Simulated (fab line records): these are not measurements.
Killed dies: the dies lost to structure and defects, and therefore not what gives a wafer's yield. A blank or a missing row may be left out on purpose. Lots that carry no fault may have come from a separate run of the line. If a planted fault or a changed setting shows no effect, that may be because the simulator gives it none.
fab line records -- flow sky130
[record] lots = 7, wafers = 21, lastDay = 50
route steps=708 shown VT_ADJUST_LVTN@116 VT_ADJUST_NCORE@119 PAD_OPEN@708
lots untouched by any fault: they come from a run of this same line in which no faults occurred
startH: the number of hours between the record's first day and the start of the first shown wafer of the lot -- waitH: how many hours have passed since the lot's step before this one -- " as in the row above -- L1.1+2: a row that stands for several wafers -- - no value, or no start given -- * or withheld: withheld -- < > ~ a bound
route shown NAME@n: names a module that has steps shown in the file, with the first one's number in the route -- usual: mean/standard deviation of fault-free wafers -- same: alike in all rows -- chamber/n: place in a boat -- sites: readings site by site -- _std_site: their standard deviation -- _edge_site: outer sites' mean less inner sites' -- radiusMm: for every site, how far away it sits from the centre of the wafer -- mask NAME#n: copy n -- behind: the tool/chamber that last shaped the wafer -- hold: the reason the lot was held/the length of the hold in hours/how it ended -- device: the n, p or np transistor that did not switch -- end of line: at the end of the route, the tests of the same wafers -- for a step that has no rows: nothing shown but its recipe -- killed: not the wafer's yield, but the dies lost to structure and defects at the first sort -- map: per-die view of a wafer (x killed, . not killed, _ where there is no die)
set.NAME: the setting the step ran with; set.NAME@STEP: the setting that earlier step ran with -- model.NAME: the simulator's own value behind a step, which no gauge read
lots seen at some steps along the route; tables by step, rows by wafer
services: when a tool's chamber went out of use (startH, in hours from the record's first day, below 0 if earlier), for how many hours, and the reason
[[steps]]
[step SKY_VT_ADJUST_LVTN_IMPLANT_19]
[recipe] species = B, energyKev = 30, doseCm2 = 6.5e+11, tiltDeg = withheld
[step SKY_VT_ADJUST_LVTN_STRIP_20]
[recipe] chemistry = O2/N2, powerW = 1400, pressureMtorr = 1500, platenTempC = withheld, o2FlowSccm = 3000, n2FlowSccm = 300, overashFraction = 0.5
[usual] drypumpMotorCurrentA = 5.8/0.7, oesProductAu = 0.716/0.0042, stripTimeToEndpointS = 14.17/0.044
lot.wafer,tool,chamber,startH,waitH,drypumpMotorCurrentA,oesProductAu,rfHoursCounterH,stripTimeToEndpointS
L592.2,plasmaAsher-04,0,176.41,0.1,6.4,0.719,31,14.19
L592.3,plasmaAsher-04,0,176.41,0.1,6.4,0.720,-,14.19
L592.6,plasmaAsher-04,1,176.41,0.1,6.2,0.713,-,14.20
L596.1,plasmaAsher-02,1,199.06,0.1,4.8,0.719,54,14.17
L596.2,plasmaAsher-02,0,199.06,0.1,6.0,0.718,54,14.16
L596.5,plasmaAsher-02,0,199.06,0.1,6.0,0.710,-,14.17
L600.1,plasmaAsher-01,1,226.78,0.1,5.0,0.715,12,14.22
L600.4,plasmaAsher-01,1,226.78,0.1,5.0,0.717,-,14.20
L600.6,plasmaAsher-01,1,226.78,0.1,5.0,0.715,-,14.20
L601.3,plasmaAsher-01,0,238.42,0.1,6.6,0.715,-,14.04
L601.4,plasmaAsher-01,1,238.42,0.1,5.1,0.714,-,14.11
L601.5,plasmaAsher-01,1,238.42,0.1,5.0,0.713,-,14.11
L603.1,plasmaAsher-04,1,258.28,0.1,6.2,0.714,38,14.14
L603.2,plasmaAsher-04,0,258.28,0.1,6.4,0.724,38,14.16
L603.5,plasmaAsher-04,0,258.28,0.1,6.4,0.716,-,14.15
L608.2,plasmaAsher-02,0,286.81,0.1,6.1,0.719,63,14.17
L608.3,plasmaAsher-02,0,286.81,0.1,6.1,0.702,-,14.12
L608.5,plasmaAsher-02,0,286.81,0.1,6.1,0.717,-,14.15
L612.1,plasmaAsher-01,0,313.12,0.1,6.6,0.718,20,14.15
L612.2,plasmaAsher-01,1,313.12,0.1,5.1,0.716,20,14.16
L612.5,plasmaAsher-01,0,313.12,0.1,6.6,0.714,-,14.15
[step SKY_VT_ADJUST_LVTN_TW_MEAS_21]
[usual] VT_ADJUST_LVTN_2_TW = 187.0/1.6
lot.wafer,tool,chamber,startH,waitH,VT_ADJUST_LVTN_2_TW
L592.2,filmMetro-03,-,176.52,0.1,186.2
L592.3,filmMetro-03,-,176.52,0.1,185.7
L592.6,filmMetro-03,-,176.52,0.1,186.1
L596.1,filmMetro-04,-,199.16,0.1,188.0
L596.2,filmMetro-04,-,199.16,0.1,188.9
L596.5,filmMetro-04,-,199.16,0.1,188.5
L600.1,filmMetro-03,-,226.88,0.1,186.0
L600.4,filmMetro-03,-,226.88,0.1,186.3
L600.6,filmMetro-03,-,226.88,0.1,187.9
L601.3,filmMetro-04,-,238.51,0.1,189.6
L601.4,filmMetro-04,-,238.51,0.1,189.3
L601.5,filmMetro-04,-,238.51,0.1,189.4
L603.1,filmMetro-03,-,258.38,0.1,186.2
L603.2,filmMetro-03,-,258.38,0.1,184.1
L603.5,filmMetro-03,-,258.38,0.1,185.4
L608.2,filmMetro-02,-,286.92,0.1,186.2
L608.3,filmMetro-02,-,286.92,0.1,187.6
L608.5,filmMetro-02,-,286.92,0.1,185.2
L612.1,filmMetro-04,-,313.22,0.1,188.5
L612.2,filmMetro-04,-,313.22,0.1,188.9
L612.5,filmMetro-04,-,313.22,0.1,189.8
[step SKY_VT_ADJUST_NCORE_DEHYDRATE_00]
[recipe] tempC = 200, timeS = 60
[step SKY_VT_ADJUST_NCORE_HMDS_01]
[recipe] primeTimeS = 60, primeTempC = 120
[step SKY_VT_ADJUST_NCORE_COAT_02]
[recipe] resist = NOVOLAK, spinRpm = 3000, resistThkNm = 1140
[step SKY_VT_ADJUST_NCORE_SOFTBAKE_03]
[recipe] tempC = 90, timeS = 60, resist = NOVOLAK
[step SKY_VT_ADJUST_NCORE_EXPOSE_04]
[recipe] maskId = LVTN_COMPLEMENT_THIN, na = 0.6, sourceShape = conventional, sigmaOuter = 0.6, polarization = unpolarized, targetCdNm = 380, doseMj = 139
[step SKY_VT_ADJUST_NCORE_PEB_05]
[recipe] tempC = withheld, timeS = *, resist = NOVOLAK
[step SKY_VT_ADJUST_NCORE_DEVELOP_06]
[recipe] resist = NOVOLAK, developer = TMAH, developTimeS = 60, devTempC = 23
[step SKY_VT_ADJUST_NCORE_CD_MEAS_07]
[recipe] targetCdNm = 380
[usual] cdNm = 379.7/2.9
lot.wafer,tool,chamber,startH,waitH,cdNm
L592.2,cdSem-01,-,197.02,0.1,384.7
L592.3,cdSem-01,-,197.02,0.1,383.2
L592.6,cdSem-01,-,197.02,0.1,386.3
L596.1,cdSem-01,-,221.20,0.1,377.4
L596.2,cdSem-01,-,221.20,0.1,378.9
L596.5,cdSem-01,-,221.20,0.1,378.5
L600.1,cdSem-02,-,249.75,0.1,378.3
L600.4,cdSem-02,-,249.75,0.1,380.2
L600.6,cdSem-02,-,249.75,0.1,378.3
L601.3,cdSem-02,-,262.20,0.1,386.3
L601.4,cdSem-02,-,262.20,0.1,386.2
L601.5,cdSem-02,-,262.20,0.1,384.6
L603.1,cdSem-02,-,282.03,0.1,380.5
L603.2,cdSem-02,-,282.03,0.1,378.0
L603.5,cdSem-02,-,282.03,0.1,375.8
L608.2,cdSem-01,-,312.25,0.1,375.9
L608.3,cdSem-01,-,312.25,0.1,376.1
L608.5,cdSem-01,-,312.25,0.1,377.8
L612.1,cdSem-02,-,338.51,0.1,381.5
L612.2,cdSem-02,-,338.51,0.1,381.5
L612.5,cdSem-02,-,338.51,0.1,381.5
[step SKY_VT_ADJUST_NCORE_OVL_MEAS_08]
[usual] VT_ADJUST_NCORE_OVL = 1.2/1.6
lot.wafer,tool,chamber,startH,waitH,VT_ADJUST_NCORE_OVL[nm]
L592.2,overlay-01,-,197.12,0.1,0.8
L592.3,overlay-01,-,197.12,0.1,2.0
L592.6,overlay-01,-,197.12,0.1,0.0
L596.1,overlay-02,-,221.32,0.1,1.7
L596.2,overlay-02,-,221.32,0.1,2.5
L596.5,overlay-02,-,221.32,0.1,1.7
L600.1,overlay-01,-,249.87,0.1,1.0
L600.4,overlay-01,-,249.87,0.1,1.1
L600.6,overlay-01,-,249.87,0.1,3.1
L601.3,overlay-02,-,262.29,0.1,0.6
L601.4,overlay-02,-,262.29,0.1,2.2
L601.5,overlay-02,-,262.29,0.1,1.3
L603.1,overlay-01,-,282.15,0.1,-0.2
L603.2,overlay-01,-,282.15,0.1,-1.9
L603.5,overlay-01,-,282.15,0.1,-0.4
L608.2,overlay-02,-,312.35,0.1,1.1
L608.3,overlay-02,-,312.35,0.1,0.9
L608.5,overlay-02,-,312.35,0.1,-1.6
L612.1,overlay-02,-,338.63,0.1,2.6
L612.2,overlay-02,-,338.63,0.1,2.4
L612.5,overlay-02,-,338.63,0.1,2.6
[step SKY_VT_ADJUST_NCORE_IMPLANT_09]
[recipe] species = B, energyKev = 10, doseCm2 = 2.4e+12, tiltDeg = withheld
[usual] doseIonsCm2 = 2.3997e+12/2.4e+09, faradayCurrentUA = 13.56/0.27
lot.wafer,tool,chamber,startH,waitH,doseIonsCm2,faradayCurrentUA
L592.2,implanter-02,0,197.18,0.0,2.3995e+12,13.43
L592.3,implanter-02,0,197.18,0.0,2.396e+12,13.59
L592.6,implanter-02,0,197.18,0.0,2.4023e+12,13.70
L596.1,implanter-01,0,221.35,0.0,2.3975e+12,13.74
L596.2,implanter-01,0,221.35,0.0,2.4016e+12,13.57
L596.5,implanter-01,0,221.35,0.0,2.3976e+12,13.73
L600.1,implanter-01,0,249.90,0.0,2.0599e+12,11.86
L600.4,implanter-01,0,249.90,0.0,2.062e+12,11.70
L600.6,implanter-01,0,249.90,0.0,2.0627e+12,11.61
L601.3,implanter-01,0,262.37,0.1,2.0618e+12,11.68
L601.4,implanter-01,0,262.37,0.1,2.0653e+12,11.62
L601.5,implanter-01,0,262.37,0.1,2.0624e+12,11.70
L603.1,implanter-01,0,282.18,0.0,2.0594e+12,11.74
L603.2,implanter-01,0,282.18,0.0,2.0622e+12,11.94
L603.5,implanter-01,0,282.18,0.0,2.0601e+12,11.61
L608.2,implanter-02,0,312.41,0.0,2.3973e+12,13.54
L608.3,implanter-02,0,312.41,0.0,2.3999e+12,13.47
L608.5,implanter-02,0,312.41,0.0,2.402e+12,13.75
L612.1,implanter-02,0,338.67,0.0,2.399e+12,13.97
L612.2,implanter-02,0,338.67,0.0,2.3997e+12,13.52
L612.5,implanter-02,0,338.67,0.0,2.3984e+12,13.88
[step SKY_VT_ADJUST_NCORE_STRIP_10]
[recipe] chemistry = O2/N2, powerW = 1400, pressureMtorr = 1500, platenTempC = withheld, o2FlowSccm = 3000, n2FlowSccm = 300, overashFraction = 0.5
[usual] drypumpMotorCurrentA = 5.6/0.56, oesProductAu = 0.715/0.0045, stripTimeToEndpointS = 14.18/0.033
lot.wafer,tool,chamber,startH,waitH,drypumpMotorCurrentA,oesProductAu,rfHoursCounterH,stripTimeToEndpointS
L592.2,plasmaAsher-01,0,197.30,0.1,6.5,0.720,9,14.16
L592.3,plasmaAsher-01,0,197.30,0.1,6.6,0.712,-,14.18
L592.6,plasmaAsher-01,0,197.30,0.1,6.6,0.716,-,14.17
L596.1,plasmaAsher-02,1,221.50,0.1,4.8,0.719,57,14.14
L596.2,plasmaAsher-02,0,221.50,0.1,6.1,0.723,57,14.17
L596.5,plasmaAsher-02,1,221.50,0.1,4.8,0.720,-,14.15
L600.1,plasmaAsher-03,1,250.05,0.1,5.9,0.707,57,14.13
L600.4,plasmaAsher-03,0,250.05,0.1,5.5,0.715,-,14.16
L600.6,plasmaAsher-03,1,250.05,0.1,5.8,0.718,-,14.20
L601.3,plasmaAsher-02,0,262.50,0.1,6.1,0.718,-,14.14
L601.4,plasmaAsher-02,1,262.50,0.1,4.8,0.714,-,14.18
L601.5,plasmaAsher-02,0,262.50,0.1,6.1,0.711,-,14.18
L603.1,plasmaAsher-03,0,282.33,0.1,5.4,0.721,60,14.20
L603.2,plasmaAsher-03,1,282.33,0.1,5.8,0.710,60,14.18
L603.5,plasmaAsher-03,0,282.33,0.1,5.5,0.720,-,14.18
L608.2,plasmaAsher-01,0,312.53,0.1,6.6,0.714,20,14.18
L608.3,plasmaAsher-01,0,312.53,0.1,6.6,0.726,-,14.14
L608.5,plasmaAsher-01,0,312.53,0.1,6.6,0.711,-,14.12
L612.1,plasmaAsher-02,0,338.82,0.1,6.1,0.713,69,14.25
L612.2,plasmaAsher-02,1,338.82,0.1,4.8,0.709,69,14.21
L612.5,plasmaAsher-02,0,338.82,0.1,6.1,0.714,-,14.22
[step SKY_VT_ADJUST_NCORE_TW_MEAS_11]
[usual] VT_ADJUST_NCORE_TW = 219.6/2.6
lot.wafer,tool,chamber,startH,waitH,hold,VT_ADJUST_NCORE_TW
L592.2,filmMetro-02,-,197.41,0.1,-,218.7
L592.3,filmMetro-02,-,197.41,0.1,-,218.0
L592.6,filmMetro-02,-,197.41,0.1,-,218.3
L596.1,filmMetro-01,-,221.60,0.1,-,221.8
L596.2,filmMetro-01,-,221.60,0.1,-,221.0
L596.5,filmMetro-01,-,221.60,0.1,-,222.4
L600.1,filmMetro-03,-,250.15,0.1,awaitDispo/0.2h/release,207.5
L600.4,filmMetro-03,-,250.15,0.1,awaitDispo/0.2h/release,206.2
L600.6,filmMetro-03,-,250.15,0.1,awaitDispo/0.2h/release,206.4
L600.1,filmMetro-03,-,250.38,0.2,-,206.7
L600.4,filmMetro-03,-,250.38,0.2,-,207.0
L600.6,filmMetro-03,-,250.38,0.2,-,206.4
L601.3,filmMetro-02,-,262.59,0.1,awaitDispo/0.2h/release,207.1
L601.4,filmMetro-02,-,262.59,0.1,awaitDispo/0.2h/release,206.8
L601.5,filmMetro-02,-,262.59,0.1,awaitDispo/0.2h/release,207.4
L601.3,filmMetro-02,-,262.82,0.2,-,207.4
L601.4,filmMetro-02,-,262.82,0.2,-,207.0
L601.5,filmMetro-02,-,262.82,0.2,-,207.9
L603.1,filmMetro-01,-,282.43,0.1,-,210.7
L603.2,filmMetro-01,-,282.43,0.1,-,211.1
L603.5,filmMetro-01,-,282.43,0.1,-,212.3
L608.2,filmMetro-03,-,312.64,0.1,-,217.8
L608.3,filmMetro-03,-,312.64,0.1,-,216.8
L608.5,filmMetro-03,-,312.64,0.1,-,217.4
L612.1,filmMetro-01,-,338.92,0.1,-,222.6
L612.2,filmMetro-01,-,338.92,0.1,-,222.8
L612.5,filmMetro-01,-,338.92,0.1,-,223.3
[step SKY_PAD_OPEN_PROBE_99]
[usual] killed_at_M0_to_M3 = 43/6.6, killed_at_M4_up = 3.0/1.7, killedAtContacts = 24/5.4, killedAtFrontEnd = 16/4.6, killedAtOther = 0.3/0.53, killedDies = 87/9.7, killedOpen = 47/7.3, killedShort = 39/6.5
[same] grossDies = 492, killedAtBackSide = 0
lot.wafer,tool,chamber,startH,waitH,killed_at_M0_to_M3,killed_at_M4_up,killedAtContacts,killedAtFrontEnd,killedAtOther,killedDies,killedOpen,killedShort,model.etest.nfet_16v.rOnOhmUm,model.etest.pfetG5v0d10v5.rOnOhmUm,model.etest.resPwellUnderGate.rsOhmSq,model.etest.nfetG5v0d10v5.rOnOhmUm,model.etest.nfetG5v0d10v5.driveUaUm,model.etest.pfetG5v0d10v5.driveUaUm,model.etest.pfet_16v.driveUaUm,model.etest.nfet_16v.driveUaUm
L592.2,prober-01,-,1089.48,0.1,41,2,30,22,0,95,59,35,1.408e+04,4630,2283,1856,601.9,347.1,248.7,219.2
L592.3,prober-01,-,1089.53,0.2,45,3,28,13,1,90,53,37,1.427e+04,4796,2286,1910,602.7,341.1,244,216.7
L592.6,prober-01,-,1089.68,0.2,36,1,23,15,1,76,38,37,1.427e+04,4683,2310,1866,601.6,346.4,241.5,218.8
L596.1,prober-01,-,1111.43,0.1,52,1,28,14,2,97,44,53,1.41e+04,4697,2270,1869,606.4,343.9,243.5,222.3
L596.2,prober-01,-,1111.48,0.1,35,7,18,15,0,75,40,35,1.407e+04,4634,2264,1861,608.1,348.6,248.3,223.7
L596.5,prober-01,-,1111.63,0.2,52,3,24,21,1,101,59,40,1.401e+04,4664,2262,1874,606.6,346.7,248.1,225.1
L600.1,prober-02,-,1138.31,0.1,44,3,20,19,1,87,39,47,1.35e+04,4871,2336,1806,635.2,325.6,227.1,237
L600.4,prober-02,-,1138.46,0.2,36,5,27,10,0,78,42,35,1.354e+04,4871,2346,1821,631.1,327.7,223.8,231.3
L600.6,prober-02,-,1138.56,0.2,35,2,22,11,0,70,39,30,1.336e+04,4913,2324,1830,620.4,321.9,229.4,232.6
L601.3,prober-01,-,1145.71,0.2,45,0,32,19,0,96,52,44,1.338e+04,4912,2340,1849,621.6,328.4,234.1,233.1
L601.4,prober-01,-,1145.76,0.2,54,2,29,21,0,106,55,51,1.328e+04,4812,2331,1812,627.2,330.6,240.4,238
L601.5,prober-01,-,1145.81,0.2,44,0,30,11,0,85,50,35,1.34e+04,4914,2330,1844,627.5,326.6,236.4,235.1
L603.1,prober-01,-,1155.93,0.1,48,5,40,17,0,110,57,53,1.359e+04,4897,2327,1818,625.9,328,241.7,231
L603.2,prober-01,-,1155.98,0.1,42,4,26,17,0,89,54,35,1.347e+04,4819,2314,1802,635.6,336.7,243.8,233.4
L603.5,prober-01,-,1156.13,0.2,44,4,24,20,1,93,47,45,1.343e+04,4862,2317,1831,632.6,335.5,243.8,236
L608.2,prober-02,-,1177.83,0.1,45,2,32,9,0,88,51,37,1.403e+04,4742,2306,1878,604.6,343.2,247.6,221.7
L608.3,prober-02,-,1177.88,0.2,50,4,23,22,0,99,57,42,1.4e+04,4621,2292,1855,612.2,348.3,246.3,225.7
L608.5,prober-02,-,1177.98,0.2,49,1,13,20,1,84,46,38,1.398e+04,4731,2291,1876,598.9,341.4,249.4,222.6
L612.1,prober-02,-,1191.13,0.1,35,4,24,17,0,80,43,37,1.368e+04,4729,2320,1847,614,337.8,240.9,229.6
L612.2,prober-02,-,1191.18,0.1,39,1,28,12,0,80,44,36,1.372e+04,4649,2316,1843,614.5,348.1,237.8,227.4
L612.5,prober-02,-,1191.33,0.2,44,6,15,16,0,81,50,31,1.365e+04,4769,2316,1869,607.6,342.1,238.3,225.3
// killed by level:class
L592.2 LI_CONTACT:geometricParticle:open=10 CONTACT:geometricParticle:open=10 FIELD_ISO:geometricParticle:open=9 VIA1:geometricParticle:short=8 VIA2:geometricParticle:open=8 VIA1:geometricParticle:open=7 VIA3:geometricParticle:open=6 SPACER:geometricParticle:open=5
L592.3 LI_CONTACT:geometricParticle:open=10 VIA1:geometricParticle:open=10 CONTACT:geometricParticle:open=10 VIA2:geometricParticle:open=6 LOCAL_INTERCONNECT:geometricParticle:short=5 METAL1:geometricParticle:short=5 VIA1:geometricParticle:short=5 POLY_GATE:geometricParticle:short=4
L592.6 CONTACT:geometricParticle:open=9 VIA3:geometricParticle:open=8 FIELD_ISO:geometricParticle:short=6 VIA2:geometricParticle:open=6 LI_CONTACT:geometricParticle:open=5 FIELD_ISO:geometricParticle:open=4 CONTACT:geometricParticle:short=4 VIA1:geometricParticle:short=4
L596.1 METAL1:geometricParticle:short=12 VIA3:geometricParticle:open=10 LI_CONTACT:geometricParticle:open=7 LOCAL_INTERCONNECT:geometricParticle:short=7 CONTACT:geometricParticle:open=6 VIA1:geometricParticle:short=6 VIA1:geometricParticle:open=6 VIA2:geometricParticle:open=6
L596.2 VIA1:geometricParticle:open=9 POLY_GATE:geometricParticle:open=6 LI_CONTACT:geometricParticle:open=6 VIA2:geometricParticle:open=6 CONTACT:geometricParticle:open=5 VIA2:geometricParticle:short=5 CONTACT:geometricParticle:short=4 METAL1:geometricParticle:short=4
L596.5 VIA3:geometricParticle:open=12 VIA1:geometricParticle:open=12 CONTACT:geometricParticle:open=11 LI_CONTACT:geometricParticle:open=8 METAL2:geometricParticle:short=7 VIA2:geometricParticle:open=6 POLY_GATE:geometricParticle:short=5 FIELD_ISO:geometricParticle:short=4
L600.1 VIA3:geometricParticle:open=9 METAL1:geometricParticle:short=7 POLY_GATE:geometricParticle:short=6 POLY_GATE:geometricParticle:open=5 VIA1:geometricParticle:open=5 VIA2:geometricParticle:short=5 FIELD_ISO:geometricParticle:short=4 CONTACT:geometricParticle:open=4
L600.4 LI_CONTACT:geometricParticle:open=11 VIA1:geometricParticle:open=9 CONTACT:geometricParticle:open=7 METAL2:geometricParticle:short=6 VIA2:geometricParticle:open=6 VIA1:geometricParticle:short=5 POLY_GATE:geometricParticle:short=4 CONTACT:geometricParticle:short=4
L600.6 CONTACT:geometricParticle:open=9 METAL1:geometricParticle:short=9 LI_CONTACT:geometricParticle:open=6 VIA2:geometricParticle:open=5 VIA1:geometricParticle:open=4 FIELD_ISO:geometricParticle:open=3 VIA3:geometricParticle:short=3 VIA1:geometricParticle:short=3
L601.3 CONTACT:geometricParticle:open=10 CONTACT:geometricParticle:short=9 VIA1:geometricParticle:open=9 METAL2:geometricParticle:short=8 POLY_GATE:geometricParticle:open=6 LI_CONTACT:geometricParticle:open=6 FIELD_ISO:geometricParticle:short=5 LOCAL_INTERCONNECT:geometricParticle:short=5
L601.4 METAL2:geometricParticle:short=13 CONTACT:geometricParticle:open=12 VIA1:geometricParticle:open=10 VIA2:geometricParticle:open=10 FIELD_ISO:geometricParticle:open=6 FIELD_ISO:geometricParticle:short=5 POLY_GATE:geometricParticle:open=5 LI_CONTACT:geometricParticle:open=5
L601.5 VIA1:geometricParticle:open=13 VIA2:geometricParticle:open=10 CONTACT:geometricParticle:open=9 LI_CONTACT:geometricParticle:open=8 LI_CONTACT:geometricParticle:short=5 POLY_GATE:geometricParticle:short=4 VIA3:geometricParticle:open=4 VIA1:geometricParticle:short=4
L603.1 CONTACT:geometricParticle:open=13 LI_CONTACT:geometricParticle:short=10 VIA1:geometricParticle:open=8 METAL2:geometricParticle:short=8 FIELD_ISO:geometricParticle:open=7 VIA2:geometricParticle:open=7 METAL1:geometricParticle:short=6 LI_CONTACT:geometricParticle:open=6
L603.2 VIA1:geometricParticle:open=19 LI_CONTACT:geometricParticle:open=8 VIA2:geometricParticle:open=8 CONTACT:geometricParticle:short=7 CONTACT:geometricParticle:open=5 POLY_GATE:geometricParticle:short=5 METAL1:geometricParticle:short=5 VIA3:geometricParticle:open=4
L603.5 VIA1:geometricParticle:open=12 LI_CONTACT:geometricParticle:open=7 METAL2:geometricParticle:short=7 METAL1:geometricParticle:short=7 VIA2:geometricParticle:open=6 FIELD_ISO:geometricParticle:short=5 FIELD_ISO:geometricParticle:open=5 POLY_GATE:geometricParticle:short=5
L608.2 CONTACT:geometricParticle:open=12 LI_CONTACT:geometricParticle:open=9 VIA3:geometricParticle:open=8 VIA1:geometricParticle:open=8 METAL2:geometricParticle:short=8 VIA2:geometricParticle:open=7 LOCAL_INTERCONNECT:geometricParticle:short=6 FIELD_ISO:geometricParticle:short=5
L608.3 CONTACT:geometricParticle:open=9 VIA3:geometricParticle:open=9 VIA2:geometricParticle:open=6 LI_CONTACT:geometricParticle:open=6 VIA1:geometricParticle:open=6 METAL2:geometricParticle:short=6 FIELD_ISO:geometricParticle:open=5 VIA3:geometricParticle:short=5
L608.5 VIA1:geometricParticle:open=14 FIELD_ISO:geometricParticle:short=7 METAL1:geometricParticle:short=6 VIA3:geometricParticle:open=6 POLY_GATE:geometricParticle:short=5 POLY_GATE:geometricParticle:open=5 CONTACT:geometricParticle:open=5 VIA2:geometricParticle:open=5
L612.1 VIA1:geometricParticle:open=10 CONTACT:geometricParticle:open=7 CONTACT:geometricParticle:short=6 VIA3:geometricParticle:open=6 FIELD_ISO:geometricParticle:open=5 POLY_GATE:geometricParticle:short=4 LI_CONTACT:geometricParticle:open=4 LOCAL_INTERCONNECT:geometricParticle:short=4
L612.2 CONTACT:geometricParticle:open=13 LI_CONTACT:geometricParticle:open=9 VIA3:geometricParticle:open=8 VIA1:geometricParticle:short=6 VIA1:geometricParticle:open=6 METAL2:geometricParticle:short=5 POLY_GATE:geometricParticle:short=4 CONTACT:geometricParticle:short=4
L612.5 VIA1:geometricParticle:open=12 VIA2:geometricParticle:open=7 LI_CONTACT:geometricParticle:open=7 FIELD_ISO:geometricParticle:open=5 VIA3:geometricParticle:open=5 CONTACT:geometricParticle:open=5 METAL1:geometricParticle:short=5 POLY_GATE:geometricParticle:open=4
[[services]]
tool,chamber,startH,hours,kind
plasmaAsher-04,-,213.94,14.6,pm
implanter-02,-,248.56,3.0,pm
implanter-02,-,265.03,1.5,repair
implanter-02,-,268.63,1.9,repair
implanter-02,-,268.76,3.8,repair
plasmaAsher-04,-,307.60,28.1,pm
[[key]]
[firstSign] step = SKY_VT_ADJUST_NCORE_IMPLANT_09, reading = doseIonsCm2, direction = down, sigmas = 99+, usual = *, struck = *
[effect] step = SKY_VT_ADJUST_NCORE_IMPLANT_09, reading = faradayCurrentUA, direction = down, sigmas = 6.8, usual = 13.56, struck = 11.72
[effect] step = SKY_VT_ADJUST_NCORE_TW_MEAS_11, reading = visit, direction = added
[modelEffect] step = SKY_PAD_OPEN_PROBE_99, value = etest.nfet_16v.rOnOhmUm, without = 1.404e+04, struck = 1.344e+04
metAt SKY_VT_ADJUST_NCORE_IMPLANT_09
struckWafers L600.1,L600.4,L600.6,L601.3,L601.4,L601.5,L603.1,L603.2,L603.5
testerLeftOut L600,L601,L603
onsetBetween 221.35 249.90
[fault] kind = processParameterDrift, tool = implanter-01, chamber = -, onsetH = 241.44, steps = SKY_VT_ADJUST_NCORE_IMPLANT_09, channel = doseCm2, offset = *, shape = step, endH = 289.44, actsIn = *, stated = *
// testerLeftOut: of these lots the tester's yield and bins aren't shown, on N5 and GAA mostly nor the transistor test; their killed dies are dies lost to structure and defects alone, not to doping, threshold or leakage, so they don't give the yield
